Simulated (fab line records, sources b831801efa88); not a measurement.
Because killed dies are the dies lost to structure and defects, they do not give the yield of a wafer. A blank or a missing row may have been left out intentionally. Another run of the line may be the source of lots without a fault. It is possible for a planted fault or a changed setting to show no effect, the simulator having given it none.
fab line records | flow sky130
[record] lots = 11 | wafers = 31 | lastDay = 50
route steps=708 shown METAL2@487 VIA3@593 METAL4@599 PAD_OPEN@708
lots that met no fault: taken from a fault-free run of the same line
startH: hours from the record's opening day to when the first of the lot's shown wafers began | waitH: how many hours have passed since the lot's step before this one | " repeats the value in the row above | L1.1+2: one row covering several wafers at once | - no value, or no start was given | * or withheld: withheld | < > ~ a bound
route shown NAME@n: names a module that has steps shown in the file, with the first one's number in the route | usual: the fault-free wafers' mean and standard deviation | same: alike in all rows | chamber/n: place in a boat | sites: per-site readings | _std_site: standard deviation of those values | _edge_site: outer sites' mean less inner sites' | radiusMm: how far each site lies from the wafer's centre | mask NAME#n: copy n | behind: the most recent tool/chamber to have shaped the wafer | hold: why the lot went on hold/how many hours it stayed there/how the hold came to an end | device: the transistor (n, p or np) that didn't switch | end of line: tests of these same wafers at the route's end | a step with no rows: only its recipe | killed: count of dies lost to structure and defects at first sort (not the wafer's yield) | map: the dies of a wafer, with x for killed, . for not killed, _ for no die there
set.NAME: the setting that was run; set.NAME@STEP: the one run at that earlier step | model.NAME: the simulator's own value behind a step, which no gauge read
the route's steps for a sample of lots (tables are steps, rows are wafers)
services: from which hour (startH, from the record's first day; less than 0 if before it) a tool's chamber was out of use, for how many hours, and why
[[steps]]
[step SKY_METAL2_SPUTTER_04]
[recipe] material = TiN | targetThkNm = 70 | powerW = 6500 | timeS = 58.3 | chamberPressurePa = 0.4
[usual] throttleValvePct = 30.3/1.1
lot.wafer | tool          | chamber | startH | waitH | throttleValvePct
L355.1    | pvdSputter-04 | -       | 810.99 | 0.0   | 28.6
L355.4    | "             | -       | "      | "     | 32.3
L355.6    | "             | -       | "      | "     | 32.2
L357.1    | pvdSputter-04 | -       | 818.53 | 0.0   | 30.4
L357.2    | "             | -       | "      | "     | 31.9
L357.6    | "             | -       | "      | "     | 30.1
L356.2    | pvdSputter-01 | -       | 824.25 | 0.0   | 30.5
L356.4    | "             | -       | "      | "     | 28.9
L356.5    | "             | -       | "      | "     | 29.2
L363.1    | pvdSputter-01 | -       | 869.57 | 0.0   | 28.8
L363.2    | "             | -       | "      | "     | 30.1
L363.5    | "             | -       | "      | "     | 29.1
L367.4    | pvdSputter-04 | -       | 896.07 | 0.0   | 32.0
L367.5    | "             | -       | "      | "     | 31.3
L367.6    | "             | -       | "      | "     | 30.4
L368.1    | pvdSputter-04 | -       | 906.59 | 0.0   | 28.5
L368.2    | "             | -       | "      | "     | 32.1
L368.6    | "             | -       | "      | "     | 28.2
L369.2    | pvdSputter-04 | -       | 913.11 | 0.0   | 30.2
L369.4    | "             | -       | "      | "     | 32.2
L375.2    | pvdSputter-01 | -       | 954.76 | 0.0   | 30.6
L375.4    | "             | -       | "      | "     | 30.6
L375.6    | "             | -       | "      | "     | 29.1
L376.1    | pvdSputter-04 | -       | 956.91 | 0.0   | 31.3
L376.2    | "             | -       | "      | "     | 30.5
L376.4    | "             | -       | "      | "     | 32.2
L377.1    | pvdSputter-04 | -       | 961.59 | 0.0   | 30.4
L377.2    | "             | -       | "      | "     | 28.6
L377.4    | "             | -       | "      | "     | 32.2
L378.3    | pvdSputter-04 | -       | 963.01 | 0.0   | 30.1
L378.5    | "             | -       | "      | "     | 32.0
[step SKY_VIA3_SPUTTER_20]
[recipe] material = TiN | targetThkNm = 20 | chamberPressurePa = 5 | powerW = 4000 | timeS = 80
[usual] throttleValvePct = 29.9/0.89
lot.wafer | tool          | chamber | startH  | waitH | throttleValvePct
L355.1    | pvdSputter-01 | -       | 945.82  | 0.0   | 30.1
L355.4    | "             | -       | "       | "     | 30.6
L355.6    | "             | -       | "       | "     | 30.6
L357.1    | pvdSputter-02 | -       | 954.69  | 0.0   | 29.7
L357.2    | "             | -       | "       | "     | 29.7
L357.6    | "             | -       | "       | "     | 29.6
L356.2    | pvdSputter-01 | -       | 958.26  | 0.0   | 30.8
L356.4    | "             | -       | "       | "     | 28.8
L356.5    | "             | -       | "       | "     | 30.7
L363.1    | pvdSputter-02 | -       | 999.21  | 0.0   | 29.8
L363.2    | "             | -       | "       | "     | 29.6
L363.5    | "             | -       | "       | "     | 29.7
L367.4    | pvdSputter-04 | -       | 1023.24 | 0.0   | 32.4
L367.5    | "             | -       | "       | "     | 31.4
L367.6    | "             | -       | "       | "     | 30.4
L368.1    | pvdSputter-01 | -       | 1033.01 | 0.0   | 30.5
L368.2    | "             | -       | "       | "     | 30.7
L368.6    | "             | -       | "       | "     | 28.9
L369.2    | pvdSputter-02 | -       | 1039.24 | 0.0   | 29.3
L369.4    | "             | -       | "       | "     | 29.0
L375.2    | pvdSputter-01 | -       | 1072.85 | 0.0   | 30.4
L375.4    | "             | -       | "       | "     | 30.0
L375.6    | "             | -       | "       | "     | 30.4
L376.1    | pvdSputter-04 | -       | 1077.83 | 0.0   | 31.3
L376.2    | "             | -       | "       | "     | 28.7
L376.4    | "             | -       | "       | "     | 30.3
L377.1    | pvdSputter-02 | -       | 1081.91 | 0.0   | 29.8
L377.2    | "             | -       | "       | "     | 29.9
L377.4    | "             | -       | "       | "     | 29.0
L378.3    | pvdSputter-02 | -       | 1082.67 | 0.0   | 29.4
L378.5    | "             | -       | "       | "     | 29.5
[step SKY_VIA3_THK_MEAS_23]
[recipe] thkMeasGauge = xrf | reads = W_of_VIA3_CVD_21
[usual] VIA3_W_THK = 377/4.7
lot.wafer | tool         | chamber | startH  | waitH | VIA3_W_THK[nm]
L355.1    | filmMetro-01 | -       | 946.13  | 0.1   | 373
L355.4    | "            | -       | "       | "     | 380
L355.6    | "            | -       | "       | "     | 377
L357.1    | filmMetro-02 | -       | 954.99  | 0.1   | 376
L357.2    | "            | -       | "       | "     | 383
L357.6    | "            | -       | "       | "     | 374
L356.2    | filmMetro-02 | -       | 958.58  | 0.1   | 366
L356.4    | "            | -       | "       | "     | 365
L356.5    | "            | -       | "       | "     | 373
L363.1    | filmMetro-02 | -       | 999.52  | 0.1   | 374
L363.2    | "            | -       | "       | "     | 374
L363.5    | "            | -       | "       | "     | 380
L367.4    | filmMetro-02 | -       | 1023.57 | 0.1   | 376
L367.5    | "            | -       | "       | "     | 377
L367.6    | "            | -       | "       | "     | 378
L368.1    | filmMetro-02 | -       | 1033.31 | 0.1   | 384
L368.2    | "            | -       | "       | "     | 385
L368.6    | "            | -       | "       | "     | 381
L369.2    | filmMetro-01 | -       | 1039.55 | 0.1   | 373
L369.4    | "            | -       | "       | "     | 369
L375.2    | filmMetro-01 | -       | 1073.16 | 0.1   | 384
L375.4    | "            | -       | "       | "     | 387
L375.6    | "            | -       | "       | "     | 378
L376.1    | filmMetro-03 | -       | 1078.14 | 0.1   | 373
L376.2    | "            | -       | "       | "     | 373
L376.4    | "            | -       | "       | "     | 373
L377.1    | filmMetro-02 | -       | 1082.22 | 0.1   | 384
L377.2    | "            | -       | "       | "     | 375
L377.4    | "            | -       | "       | "     | 372
L378.3    | filmMetro-03 | -       | 1082.99 | 0.1   | 373
L378.5    | "            | -       | "       | "     | 371
[step SKY_METAL4_SPUTTER_01]
[recipe] material = TiN | targetThkNm = 20 | powerW = 6500 | timeS = 16.7 | chamberPressurePa = 0.4
[usual] throttleValvePct = 29.9/1.5
lot.wafer | tool          | chamber | startH  | waitH | throttleValvePct
L355.1    | pvdSputter-03 | -       | 946.51  | 0.0   | 29.7
L355.4    | "             | -       | "       | "     | 27.0
L355.6    | "             | -       | "       | "     | 29.3
L357.1    | pvdSputter-03 | -       | 955.40  | 0.0   | 30.3
L357.2    | "             | -       | "       | "     | 27.0
L357.6    | "             | -       | "       | "     | 27.2
L356.2    | pvdSputter-04 | -       | 958.95  | 0.0   | 28.5
L356.4    | "             | -       | "       | "     | 30.2
L356.5    | "             | -       | "       | "     | 31.2
L363.1    | pvdSputter-04 | -       | 999.90  | 0.0   | 32.2
L363.2    | "             | -       | "       | "     | 30.1
L363.5    | "             | -       | "       | "     | 28.5
L367.4    | pvdSputter-03 | -       | 1023.93 | 0.0   | 26.9
L367.5    | "             | -       | "       | "     | 29.5
L367.6    | "             | -       | "       | "     | 27.2
L368.1    | pvdSputter-01 | -       | 1033.77 | 0.0   | 30.5
L368.2    | "             | -       | "       | "     | 30.7
L368.6    | "             | -       | "       | "     | 28.9
L369.2    | pvdSputter-01 | -       | 1039.94 | 0.0   | 30.7
L369.4    | "             | -       | "       | "     | 29.3
L375.2    | pvdSputter-03 | -       | 1073.53 | 0.0   | 31.6
L375.4    | "             | -       | "       | "     | 27.2
L375.6    | "             | -       | "       | "     | 27.2
L376.1    | pvdSputter-04 | -       | 1078.52 | 0.0   | 30.2
L376.2    | "             | -       | "       | "     | 28.4
L376.4    | "             | -       | "       | "     | 31.0
L377.1    | pvdSputter-03 | -       | 1082.62 | 0.0   | 26.9
L377.2    | "             | -       | "       | "     | 30.0
L377.4    | "             | -       | "       | "     | 31.8
L378.3    | pvdSputter-01 | -       | 1083.35 | 0.0   | 30.9
L378.5    | "             | -       | "       | "     | 29.0
[step SKY_PAD_OPEN_PROBE_99]
[usual] defectLimitedYield = 82.4/1.8 | killed_at_M0_to_M3 = 44/6.3 | killed_at_M4_up = 3.1/1.8 | killedAtContacts = 25/5.1 | killedAtFrontEnd = 15/4.1 | killedAtOther = 0.3/0.71 | killedDies = 87/8.8 | killedOpen = 47/6.8 | killedShort = 40/6.7 | sort_bin_3_pad_short = 0.9/0.39 | sort_bin_5_function = 10.4/1.5 | sort_bin_6_memory = 6.4/1.1 | sortNPass = 405/8.8 | sortYieldPct = 82.4/1.8
[same] grossDies = 492 | killedAtBackSide = 0 | sort_bin_4_leakage[%] = 0 | sort_bin_8_speed[%] = 0
lot.wafer | tool      | chamber | startH  | waitH | defectLimitedYield[%] | killed_at_M0_to_M3 | killed_at_M4_up | killedAtContacts | killedAtFrontEnd | killedAtOther | killedDies | killedOpen | killedShort | sort_bin_3_pad_short[%] | sort_bin_5_function[%] | sort_bin_6_memory[%] | sortNPass | sortYieldPct[%]
L363.1    | prober-01 | -       | 1136.65 | 0.1   | 80.3                  | 49                 | 2               | 25               | 21               | 0             | 97         | 44         | 53          | 1.0                     | 11.4                   | 7.3                  | 395       | 80.3
L363.2    | prober-01 | -       | 1136.70 | 0.1   | 76.2                  | 76                 | 1               | 23               | 17               | 0             | 117        | 44         | 41          | 4.9                     | 12.6                   | 6.3                  | 375       | 76.2
L363.5    | prober-01 | -       | 1136.85 | 0.2   | 79.9                  | 51                 | 2               | 22               | 23               | 1             | 99         | 58         | 40          | 0.6                     | 11.2                   | 8.3                  | 393       | 79.9
// killed by level:class
L363.1 CONTACT:geometricParticle:short=8 VIA1:geometricParticle:open=8 VIA3:geometricParticle:short=8 CONTACT:geometricParticle:open=7 VIA3:geometricParticle:open=7 POLY_GATE:geometricParticle:open=6 METAL1:geometricParticle:short=6 VIA1:geometricParticle:short=5
L363.2 METAL2:unspecified=32 VIA2:geometricParticle:open=11 VIA1:geometricParticle:open=7 LI_CONTACT:geometricParticle:open=6 LOCAL_INTERCONNECT:geometricParticle:short=6 FIELD_ISO:geometricParticle:short=5 FIELD_ISO:geometricParticle:open=5 CONTACT:geometricParticle:open=5
L363.5 VIA1:geometricParticle:open=10 POLY_GATE:geometricParticle:open=9 CONTACT:geometricParticle:open=8 METAL2:geometricParticle:short=7 VIA2:geometricParticle:open=7 LI_CONTACT:geometricParticle:open=6 METAL1:geometricParticle:short=6 VIA3:geometricParticle:open=6
[[services]]
tool          | chamber | startH  | hours | kind
pvdSputter-04 | -       | 795.92  | 4.5   | repair
pvdSputter-02 | 1       | 799.43  | -     | consumableReplace:kit
pvdSputter-02 | 1       | 799.43  | 18.0  | scheduledDown
pvdSputter-02 | 1       | 799.43  | 18.0  | ventCycle
pvdSputter-02 | -       | 820.10  | 6.1   | repair
pvdSputter-04 | 1       | 866.80  | -     | consumableReplace:kit
pvdSputter-04 | 1       | 866.80  | 18.0  | scheduledDown
pvdSputter-04 | 1       | 866.80  | 18.0  | ventCycle
pvdSputter-02 | -       | 872.50  | 2.2   | repair
pvdSputter-03 | -       | 910.80  | 4.8   | repair
pvdSputter-02 | -       | 911.97  | 3.1   | repair
pvdSputter-02 | -       | 924.66  | 0.9   | repair
pvdSputter-03 | 1       | 946.64  | -     | consumableReplace:kit
pvdSputter-03 | 1       | 946.64  | 18.0  | scheduledDown
pvdSputter-03 | 1       | 946.64  | 18.0  | ventCycle
pvdSputter-01 | 0       | 958.13  | -     | consumableReplace:kit
pvdSputter-01 | 0       | 958.13  | 18.0  | scheduledDown
pvdSputter-01 | 0       | 958.13  | 18.0  | ventCycle
pvdSputter-01 | -       | 993.17  | 8.9   | repair
pvdSputter-04 | 0       | 1000.03 | -     | consumableReplace:kit
pvdSputter-04 | 0       | 1000.03 | 18.0  | scheduledDown
pvdSputter-04 | 0       | 1000.03 | 18.0  | ventCycle
pvdSputter-04 | -       | 1009.33 | 5.6   | repair
pvdSputter-02 | -       | 1076.90 | 0.5   | repair
[[key]]
[firstSign] step = SKY_PAD_OPEN_PROBE_99 | reading = sort_bin_3_pad_short | direction = up | sigmas = 10 | usual = 0.9 | struck = 4.9
[effect] step = SKY_PAD_OPEN_PROBE_99 | reading = killed_at_M0_to_M3 | direction = up | sigmas = 5.2 | usual = 44 | struck = 76
metAt SKY_METAL2_SPUTTER_04
struckLots L363
struckWafers L363.2
notActingAt SKY_VIA3_SPUTTER_20,SKY_VIA3_THK_MEAS_23,SKY_METAL4_SPUTTER_01
[fault] kind = chamberParticleSource | tool = pvdSputter-01 | chamber = - | onsetH = 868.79 | steps = SKY_METAL2_SPUTTER_04 | ratePerVisitCm2 = 1.6515 | endH = 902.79 | scope = struckWafersOnly
